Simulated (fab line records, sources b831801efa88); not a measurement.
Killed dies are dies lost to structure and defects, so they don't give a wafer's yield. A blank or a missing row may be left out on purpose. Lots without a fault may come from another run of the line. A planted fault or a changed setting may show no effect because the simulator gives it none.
A struck lot beside a sound one | flow sky130 | 15 steps out of a route of 708
Sound: wafers L134.3, L134.5, L134.6. Struck: wafers L145.5, L145.6. (L145.2 of the same lot was not struck and is left out.) The cause comes at the end.
At each step with rows: each side's tool, then ch and its chambers, then its first start. Under that, the readings that differ: sound wafers | struck wafers | difference of the means | sigmas: that difference in standard deviations of wafers without a fault.
alike: readings whose means differ by less than 2 such deviations, and words and numbers that are the same on both sides. not compared: withheld readings, readings that some wafer has no value for, bounds like >300 that may hide the same value, and numbers for which the record gives no deviation and whose values overlap.
The two part at a step that has a row with sigmas, a row that says differs or no value, or rows on one side only. Numbers that don't overlap but have no deviation are shown without sigmas and don't part them. A reading that every wafer of one side lacks parts them only if that side has two wafers or more.

SKY_FIELD_ISO_ETCH_15: etches the open film in CHF3/O2, stops on Si, target depth 180 nm, time 72 s.
  sound on rie_diel-04 ch 0,3, day 3 11:08; struck on rie_diel-04 ch 0,1, day 5 20:32
  alike: drypump_motor_current_A, oes_product_au, throttle_valve_pct
  not compared: rf_hours_counter_h
SKY_FIELD_ISO_STRIP_16: strips in O2/N2.
  sound on plasma_asher-03 ch 0,1, day 3 11:14; struck on plasma_asher-04 ch 0,1, day 5 20:35
  alike: drypump_motor_current_A, oes_product_au, strip_time_to_endpoint_s
  not compared: rf_hours_counter_h
SKY_FIELD_ISO_ETCH_17: etches Si in HBr/Cl2/O2, target depth 342 nm, time 97.7 s.
  sound on rie_si-01 ch 0,1,2, day 3 11:17; struck on rie_si-02 ch 2,3, day 5 20:41
  alike: drypump_motor_current_A, oes_product_au, throttle_valve_pct
  not compared: rf_hours_counter_h
then, 5 steps without rows for these wafers: SKY_FIELD_ISO_WET_ETCH_18 (etches Si3N4 in H3PO4, target depth 25 nm, time 286 s); SKY_FIELD_ISO_CLEAN_19 (cleans in SC1/SC2, time 150 s); SKY_FIELD_ISO_CLEAN_20 (cleans in dHF, time 20 s); SKY_FIELD_ISO_WET_ETCH_21 (etches SiO2 in dHF, target depth 20 nm, time 400 s); SKY_FIELD_ISO_OXIDATION_22 (stabilise 600 s, purge 300 s, target thk 10 nm).
SKY_FIELD_ISO_THK_MEAS_23:
  sound on film_metro-01, day 3 13:53; struck on film_metro-03, day 5 23:55
  alike: FIELD_ISO_OXIDATION_01_THK
then, 1 step without rows for these wafers: SKY_FIELD_ISO_CVD_24 (deposits SiO2, target thk 595 nm, time 99.2 s).
SKY_FIELD_ISO_THK_MEAS_25:
  sound on film_metro-04, day 3 14:01; struck on film_metro-03, day 6 00:02
  alike: FIELD_ISO_CVD_24_THK
then, 1 step without rows for these wafers: SKY_FIELD_ISO_ANNEAL_26 (time 1800 s).
SKY_FIELD_ISO_CMP_27: polishes, stops on Si3N4, t overpolish 16 s, target thk 457.8 nm.
  sound on cmp-02 ch 0,3, day 3 16:38; struck on cmp-01 ch 0,1, day 6 01:38
  reading                | sound                | struck        | difference | sigmas
  overpolish_run_s (s)   | 15.984 15.999 16.003 | 15.976 15.975 | -0.020     | -2
  time_to_endpoint_s (s) | 111 120 117          | 214 216       | +99        | +18
  alike: motor_current_A
then, 1 step without rows for these wafers: SKY_FIELD_ISO_WET_ETCH_28 (etches SiO2 in dHF, target depth 23.7 nm, time 47 s).
-- the record jumps here: 44 days lie between the struck wafers' starts before and after (it left off in module FIELD_ISO and takes up again in module PAD_OPEN, whose first step shown is number 708 of the route) --
SKY_PAD_OPEN_PROBE_99:
  sound on prober-01, day 47 14:15; struck on prober-02, day 49 23:57
  reading         | sound | struck | difference | sigmas
  killed_at_other | 0 0 1 | 2 1    | +1         | +2
  alike: killed_at_M0_to_M3, killed_at_M4_up, killed_at_contacts, killed_at_front_end, killed_dies, killed_open, killed_short

WHERE THEY PART
First at SKY_FIELD_ISO_CMP_27; last, within this record, at SKY_PAD_OPEN_PROBE_99.

WHY: what the simulator had put in
Process parameter drift: cmp-01, from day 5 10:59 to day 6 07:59, at SKY_FIELD_ISO_CMP_27. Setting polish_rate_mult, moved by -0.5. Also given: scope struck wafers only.
